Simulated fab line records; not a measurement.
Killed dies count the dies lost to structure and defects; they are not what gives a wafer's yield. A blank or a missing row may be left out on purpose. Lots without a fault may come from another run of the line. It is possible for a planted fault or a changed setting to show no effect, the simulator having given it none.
fab line records -- flow sky130
record lots=14, wafers=42, last_day=49
route steps=708 shown FIELD_ISO@18 VT_ADJUST_HVTR@141 VT_ADJUST_PCH@153 VIA4@660
lots that met no fault: taken from a fault-free run of the same line
start_h: start of the lot's first displayed wafer, in hours after the record's first day -- wait_h: hours from the lot's prior step to this one -- " identical to the entry in the row above -- L1.1+2: one row covering several wafers at once -- - no value present, or no start provided -- * or withheld: withheld -- < > ~ a bound
route shown NAME@n: a module of which the file shows steps, and the number in the route of the first -- usual: mean/standard deviation taken from wafers without a fault -- same: alike in all rows -- chamber/n: place in a boat -- sites: each site's reading -- _std_site: standard deviation of those values -- _edge_site: inner sites' mean taken away from outer sites' mean -- radius_mm: for every site, how far away it sits from the centre of the wafer -- mask NAME#n: copy n -- behind: tool/chamber where the wafer was last shaped -- hold: why the lot was held/for how many hours/how that ended -- device: whichever transistor did not switch (one of n, p or np) -- end of line: tests of these same wafers at the route's end -- a step given without rows: its recipe and nothing more -- killed: dies that structure and defects cost at the first sort, which is not the same as the wafer's yield -- map: per-die view of a wafer (x killed, . not killed, _ where there is no die)
set.NAME: the setting as run; set.NAME@STEP: as run at that earlier step -- model.NAME: the simulator's own value behind a step, which no gauge read
one table for each step of the route and one row for each wafer, over a sample of lots
services: when a tool's chamber went out of use (start_h, in hours from the record's first day, below 0 if earlier), for how many hours, and the reason
## steps
# step SKY_FIELD_ISO_ETCH_17
# recipe target_depth_a=3420, mask_material=Si3N4, chemistry=HBr/Cl2/O2, target=Si, taper_deg=5, icp_w=600, bias_w=150, pressure_mtorr=15, HBr_flow_sccm=150, Cl2_flow_sccm=40, O2_flow_sccm=6, time_s=97.7
# usual drypump_motor_current_A=5.8/0.45, oes_product_au=0.997/0.015, rf_fwd_power_W=596.4/2.1, throttle_valve_pct=25.659/0.013
lot.wafer,tool,chamber,start_h,wait_h,drypump_motor_current_A,oes_product_au,rf_fwd_power_W,rf_hours_counter_h,throttle_valve_pct
L332.1,rie_si-01,1,29.51,0.1,5.8,1.016,599.4,64,25.631
L332.2,rie_si-01,3,29.51,0.1,6.2,0.976,597.8,110,25.674
L332.3,rie_si-01,0,29.51,0.1,5.2,0.998,596.6,84,25.679
L334.3,rie_si-02,0,39.55,0.0,6.1,0.999,590.3,138,25.646
L334.4,rie_si-02,2,39.55,0.0,6.0,1.009,596.4,-,25.637
L334.5,rie_si-02,0,39.55,0.0,6.1,1.003,598.1,-,25.662
L336.1,rie_si-02,2,50.29,0.1,6.0,1.022,598.2,3,25.653
L336.3,rie_si-02,1,50.29,0.1,5.0,1.006,593.6,115,25.644
L336.6,rie_si-02,1,50.29,0.1,5.0,1.005,597.4,-,25.645
L339.2,rie_si-01,3,64.90,0.1,6.2,0.972,599.0,110,25.683
L339.3,rie_si-01,1,64.90,0.1,5.7,1.013,601.2,64,25.654
L339.5,rie_si-01,3,64.90,0.1,6.2,0.968,600.0,-,25.680
L340.4,rie_si-02,2,69.86,0.0,6.0,1.014,598.4,3,25.650
L340.5,rie_si-02,3,69.86,0.0,5.8,1.014,593.5,-,25.653
L340.6,rie_si-02,0,69.86,0.0,6.1,1.004,595.5,-,25.657
L341.2,rie_si-02,0,74.94,0.1,6.0,1.006,596.5,138,25.671
L341.3,rie_si-02,3,74.94,0.1,5.8,1.010,595.0,122,25.650
L341.5,rie_si-02,0,74.94,0.1,6.0,0.998,592.5,-,25.658
L342.2,rie_si-02,1,81.19,0.1,5.0,0.994,597.6,115,25.646
L342.3,rie_si-02,3,81.19,0.1,5.8,1.019,595.7,122,25.631
L342.5,rie_si-02,0,81.19,0.1,6.0,1.002,596.2,-,25.658
L343.1,rie_si-01,3,87.64,0.1,6.2,0.969,597.9,110,25.687
L343.4,rie_si-01,2,87.64,0.1,6.4,0.979,596.6,53,25.670
L343.6,rie_si-01,1,87.64,0.1,5.8,1.010,598.3,-,25.651
L344.2,rie_si-01,3,92.09,0.1,6.2,0.967,596.9,110,25.685
L344.3,rie_si-01,2,92.09,0.1,6.4,0.990,594.4,53,25.668
L344.4,rie_si-01,0,92.09,0.1,5.2,0.993,596.1,85,25.675
L345.1,rie_si-01,3,97.25,0.1,6.2,0.963,597.4,110,25.686
L345.3,rie_si-01,2,97.25,0.1,6.4,0.991,596.6,53,25.670
L345.4,rie_si-01,1,97.25,0.1,5.7,1.018,596.1,65,25.647
L348.1,rie_si-01,1,113.81,0.1,5.7,1.014,598.9,65,25.648
L348.2,rie_si-01,0,113.81,0.1,5.2,0.994,599.9,85,25.654
L348.5,rie_si-01,2,113.81,0.1,6.4,0.999,594.4,-,25.651
L349.3,rie_si-02,2,119.85,0.0,6.0,1.007,594.7,4,25.668
L349.5,rie_si-02,3,119.85,0.0,5.8,1.009,595.7,-,25.660
L349.6,rie_si-02,2,119.85,0.0,6.0,1.001,597.7,-,25.639
L350.1,rie_si-02,1,124.99,0.1,5.0,1.001,593.7,116,25.663
L350.4,rie_si-02,2,124.99,0.1,6.0,0.997,599.3,4,25.663
L350.5,rie_si-02,3,124.99,0.1,5.8,1.006,596.7,-,25.660
L351.3,rie_si-01,3,128.99,0.0,6.2,0.954,597.2,110,25.672
L351.4,rie_si-01,2,128.99,0.0,6.4,0.987,593.1,54,25.674
L351.5,rie_si-01,2,128.99,0.0,6.4,0.996,591.4,-,25.656
# step SKY_VT_ADJUST_HVTR_STRIP_10
# recipe chemistry=O2/N2, power_w=1400, pressure_mtorr=1500, platen_temp_c=withheld, o2_flow_sccm=3000, n2_flow_sccm=300, overash_fraction=0.5
# usual drypump_motor_current_A=5.98/0.26, oes_product_au=0.715/0.0044, strip_time_to_endpoint_s=14.17/0.035
lot.wafer,tool,chamber,start_h,wait_h,drypump_motor_current_A,oes_product_au,rf_hours_counter_h,strip_time_to_endpoint_s
L332.1,plasma_asher-02,1,199.97,0.1,6.26,0.714,52,14.19
L332.2,plasma_asher-02,0,199.97,0.1,6.00,0.719,52,14.20
L332.3,plasma_asher-02,0,199.97,0.1,6.00,0.719,-,14.20
L334.3,plasma_asher-03,0,214.47,0.1,6.14,0.713,-,14.17
L334.4,plasma_asher-03,1,214.47,0.1,5.50,0.723,-,14.18
L334.5,plasma_asher-03,1,214.47,0.1,5.49,0.722,-,14.22
L336.1,plasma_asher-02,1,235.43,0.1,6.26,0.719,56,14.24
L336.3,plasma_asher-02,0,235.43,0.1,6.01,0.721,-,14.20
L336.6,plasma_asher-02,0,235.43,0.1,5.97,0.720,-,14.23
L339.2,plasma_asher-03,1,256.08,0.1,5.53,0.718,56,14.23
L339.3,plasma_asher-03,1,256.08,0.1,5.52,0.710,-,14.24
L339.5,plasma_asher-03,0,256.08,0.1,6.16,0.707,-,14.21
L340.4,plasma_asher-03,0,258.85,0.1,6.17,0.717,-,14.13
L340.5,plasma_asher-03,1,258.85,0.1,5.51,0.709,-,14.19
L340.6,plasma_asher-03,0,258.85,0.1,6.16,0.716,-,14.17
L341.2,plasma_asher-03,0,266.28,0.1,6.15,0.718,58,14.13
L341.3,plasma_asher-03,1,266.28,0.1,5.51,0.716,-,14.15
L341.5,plasma_asher-03,0,266.28,0.1,6.14,0.715,-,14.17
L342.2,plasma_asher-03,1,274.08,0.1,5.54,0.713,58,14.14
L342.3,plasma_asher-03,1,274.08,0.1,5.54,0.717,-,14.22
L342.5,plasma_asher-03,0,274.08,0.1,6.17,0.718,-,14.14
L343.1,plasma_asher-02,1,286.38,0.1,6.24,0.716,61,14.12
L343.4,plasma_asher-02,0,286.38,0.1,5.96,0.724,-,14.14
L343.6,plasma_asher-02,0,286.38,0.1,6.00,0.713,-,14.15
L344.2,plasma_asher-04,1,297.18,0.1,5.65,0.716,18,14.18
L344.3,plasma_asher-04,0,297.18,0.1,6.07,0.715,-,14.19
L344.4,plasma_asher-04,1,297.18,0.1,5.67,0.712,-,14.18
L345.1,plasma_asher-02,0,303.43,0.1,5.97,0.717,63,14.13
L345.3,plasma_asher-02,0,303.43,0.1,6.01,0.714,-,14.16
L345.4,plasma_asher-02,1,303.43,0.1,6.24,0.717,-,14.16
L348.1,plasma_asher-04,1,319.23,0.1,5.66,0.715,19,14.23
L348.2,plasma_asher-04,0,319.23,0.1,6.10,0.713,19,14.15
L348.5,plasma_asher-04,1,319.23,0.1,5.69,0.708,-,14.19
L349.3,plasma_asher-02,1,325.76,0.1,6.26,0.710,-,14.17
L349.5,plasma_asher-02,0,325.76,0.1,5.98,0.716,-,14.18
L349.6,plasma_asher-02,1,325.76,0.1,6.26,0.712,-,14.16
L350.1,plasma_asher-02,1,338.51,0.1,6.25,0.717,67,14.13
L350.4,plasma_asher-02,0,338.51,0.1,6.01,0.715,-,14.12
L350.5,plasma_asher-02,0,338.51,0.1,6.02,0.712,-,14.13
L351.3,plasma_asher-04,1,343.66,0.1,5.66,0.720,-,14.22
L351.4,plasma_asher-04,0,343.66,0.1,6.11,0.719,-,14.19
L351.5,plasma_asher-04,1,343.66,0.1,5.67,0.713,-,14.21
# step SKY_VT_ADJUST_PCH_TW_MEAS_10
# usual VT_ADJUST_PCH_TW=142.2/1.5
lot.wafer,tool,chamber,start_h,wait_h,VT_ADJUST_PCH_TW
L332.1,film_metro-02,-,222.56,0.1,140.6
L332.2,film_metro-02,-,222.56,0.1,140.8
L332.3,film_metro-02,-,222.56,0.1,140.1
L334.3,film_metro-03,-,237.50,0.1,142.7
L334.4,film_metro-03,-,237.50,0.1,142.3
L334.5,film_metro-03,-,237.50,0.1,142.6
L336.1,film_metro-04,-,259.51,0.1,143.6
L336.3,film_metro-04,-,259.51,0.1,143.3
L336.6,film_metro-04,-,259.51,0.1,143.6
L339.2,film_metro-04,-,278.42,0.1,142.3
L339.3,film_metro-04,-,278.42,0.1,142.4
L339.5,film_metro-04,-,278.42,0.1,141.8
L340.4,film_metro-02,-,281.41,0.1,139.9
L340.5,film_metro-02,-,281.41,0.1,140.6
L340.6,film_metro-02,-,281.41,0.1,140.7
L341.2,film_metro-03,-,290.59,0.1,143.4
L341.3,film_metro-03,-,290.59,0.1,143.5
L341.5,film_metro-03,-,290.59,0.1,143.8
L342.2,film_metro-04,-,298.19,0.1,142.6
L342.3,film_metro-04,-,298.19,0.1,142.5
L342.5,film_metro-04,-,298.19,0.1,143.7
L343.1,film_metro-02,-,311.01,0.1,141.1
L343.4,film_metro-02,-,311.01,0.1,141.2
L343.6,film_metro-02,-,311.01,0.1,141.1
L344.2,film_metro-02,-,321.92,0.1,140.5
L344.3,film_metro-02,-,321.92,0.1,140.2
L344.4,film_metro-02,-,321.92,0.1,140.7
L345.1,film_metro-04,-,329.61,0.1,144.2
L345.3,film_metro-04,-,329.61,0.1,144.3
L345.4,film_metro-04,-,329.61,0.1,144.2
L348.1,film_metro-03,-,345.76,0.1,144.7
L348.2,film_metro-03,-,345.76,0.1,142.9
L348.5,film_metro-03,-,345.76,0.1,143.7
L349.3,film_metro-02,-,353.43,0.1,141.1
L349.5,film_metro-02,-,353.43,0.1,140.3
L349.6,film_metro-02,-,353.43,0.1,140.6
L350.1,film_metro-04,-,365.78,0.1,143.9
L350.4,film_metro-04,-,365.78,0.1,143.2
L350.5,film_metro-04,-,365.78,0.1,143.2
L351.3,film_metro-04,-,372.15,0.1,142.7
L351.4,film_metro-04,-,372.15,0.1,142.8
L351.5,film_metro-04,-,372.15,0.1,142.9
# step SKY_VIA4_CMP_21
# recipe stop_on=SiO2, t_overpolish_s=25, down_force_psi=3.5, platen_rpm=60, target_thk_nm=0, pad_velocity_m_s=0.94248
# usual motor_current_A=11.2/0.84, overpolish_run_s=25.000/0.009, platen_rpm=60.00/0.044, time_to_endpoint_s=124/4.8
lot.wafer,tool,chamber,start_h,wait_h,motor_current_A,overpolish_run_s,platen_rpm,time_to_endpoint_s
L332.3,cmp-02,1,1006.39,0.2,9.6,24.991,60.05,122
L332.2,cmp-02,2,1006.39,0.2,12.9,25.004,59.97,124
L332.1,cmp-02,0,1006.39,0.2,11.1,25.002,59.98,123
L334.3,cmp-01,3,1024.82,0.0,11.4,24.998,59.95,129
L334.4,cmp-01,1,1024.82,0.0,11.7,25.018,60.06,119
L334.5,cmp-01,0,1024.82,0.0,10.5,25.000,60.06,131
L336.1,cmp-01,0,1040.22,0.1,10.6,25.003,60.06,131
L336.3,cmp-01,2,1040.22,0.1,11.6,24.998,60.03,129
L336.6,cmp-01,0,1040.22,0.1,11.2,25.002,59.99,125
L339.3,cmp-01,2,1050.55,0.6,12.4,24.988,59.95,122
L339.2,cmp-01,0,1050.55,0.6,11.2,24.991,59.99,120
L339.5,cmp-01,2,1050.55,0.6,11.8,24.992,59.92,117
L340.4,cmp-02,2,1055.92,0.1,12.4,24.989,60.02,133
L340.5,cmp-02,1,1055.92,0.1,9.4,24.997,60.02,128
L340.6,cmp-02,2,1055.92,0.1,12.3,24.999,60.04,125
L341.2,cmp-02,2,1063.94,0.1,12.0,24.993,60.04,132
L341.3,cmp-02,3,1063.94,0.1,11.5,25.016,59.92,127
L341.5,cmp-02,0,1063.94,0.1,10.9,25.005,60.03,128
L342.3,cmp-02,1,1065.74,0.1,9.2,24.997,59.99,131
L342.2,cmp-02,2,1065.74,0.1,12.7,24.998,59.91,132
L342.5,cmp-02,1,1065.74,0.1,9.6,25.009,59.91,132
L343.4,cmp-02,1,1081.72,0.1,9.6,24.998,60.01,127
L343.1,cmp-02,3,1081.72,0.1,10.8,25.004,59.97,125
L343.6,cmp-02,1,1081.72,0.1,9.5,24.994,60.00,129
L344.4,cmp-02,0,1088.76,0.0,10.4,24.998,59.99,125
L344.3,cmp-02,2,1088.76,0.0,12.3,25.019,59.99,126
L344.2,cmp-02,3,1088.76,0.0,11.0,24.993,60.06,124
L345.4,cmp-01,1,1091.82,0.1,11.7,25.005,60.06,108
L345.1,cmp-01,2,1091.82,0.1,11.8,24.987,60.12,118
L345.3,cmp-01,3,1091.82,0.1,12.1,25.014,59.98,114
L348.2,cmp-02,1,1103.90,0.0,9.9,0.037,60.04,191
L348.1,cmp-02,3,1103.90,0.0,10.6,0.038,59.99,190
L348.5,cmp-02,2,1103.90,0.0,12.3,0.034,59.96,189
L349.3,cmp-02,2,1108.35,0.0,12.6,25.005,60.05,129
L349.6,cmp-02,2,1108.35,0.0,12.2,24.999,60.04,126
L349.5,cmp-02,3,1108.35,0.0,11.0,0.043,60.02,189
L350.4,cmp-01,0,1117.69,0.0,11.5,25.003,59.94,122
L350.1,cmp-01,2,1117.69,0.0,12.4,25.003,60.00,124
L350.5,cmp-01,0,1117.69,0.0,10.9,25.013,60.03,119
L351.4,cmp-01,0,1123.24,0.2,11.2,25.012,60.05,122
L351.3,cmp-01,2,1123.24,0.2,11.6,25.000,60.02,123
L351.5,cmp-01,3,1123.24,0.2,11.5,24.996,60.04,119
## services
tool,chamber,start_h,hours,kind
rie_si-01,-,19.97,0.7,repair
rie_si-02,3,39.33,7.7,repair
cmp-02,-,45.89,0.5,repair
cmp-02,-,64.00,4.0,pm
cmp-02,-,72.48,1.0,repair
cmp-02,-,80.53,4.9,pm
cmp-02,-,90.31,0.8,repair
rie_si-02,1,127.93,1.2,repair
cmp-02,-,228.79,4.1,pm
cmp-02,-,242.79,2.1,repair
cmp-02,-,321.08,1.6,repair
cmp-02,-,404.00,4.0,pm
cmp-02,-,503.80,1.5,repair
cmp-02,-,533.95,1.0,repair
cmp-02,-,597.79,5.1,pm
cmp-02,-,624.82,1.7,repair
cmp-02,-,736.67,6.9,pm
cmp-02,-,744.06,4.0,pm
cmp-02,-,749.93,3.9,repair
cmp-02,-,888.95,2.2,repair
cmp-02,-,934.23,0.5,repair
cmp-02,-,966.79,6.7,pm
cmp-02,-,973.50,9.0,pm
cmp-02,-,1084.06,4.0,pm
## key
first_sign step=SKY_VIA4_CMP_21, reading=overpolish_run_s, direction=down, sigmas=99+, usual=25.000, struck=0.038
effect step=SKY_VIA4_CMP_21, reading=time_to_endpoint_s, direction=up, sigmas=14, usual=*, struck=*
met_at SKY_VIA4_CMP_21
struck_lots L348,L349
struck_wafers L348.1,L348.2,L348.5,L349.5
later_rows_left_out L348.1,L348.2,L348.5,L349.5
sort_left_out L348.1,L348.2,L348.5,L349.5
not_acting_at SKY_FIELD_ISO_ETCH_17,SKY_VT_ADJUST_HVTR_STRIP_10,SKY_VT_ADJUST_PCH_TW_MEAS_10
onset_between 1088.76 1103.90
fault kind=process_parameter_drift, tool=cmp-02, chamber=-, onset_h=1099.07, steps=SKY_VIA4_CMP_21, channel=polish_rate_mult, offset=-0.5, shape=step, end_h=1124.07, scope=struck_wafers_only
# sort_left_out: the simulated sort isn't trusted on such a fault, so these wafers' sort isn't shown, and their yield isn't known
# later_rows_left_out: the simulator's readings of these wafers behind a module that went badly wrong aren't trusted and aren't shown, but for the sort
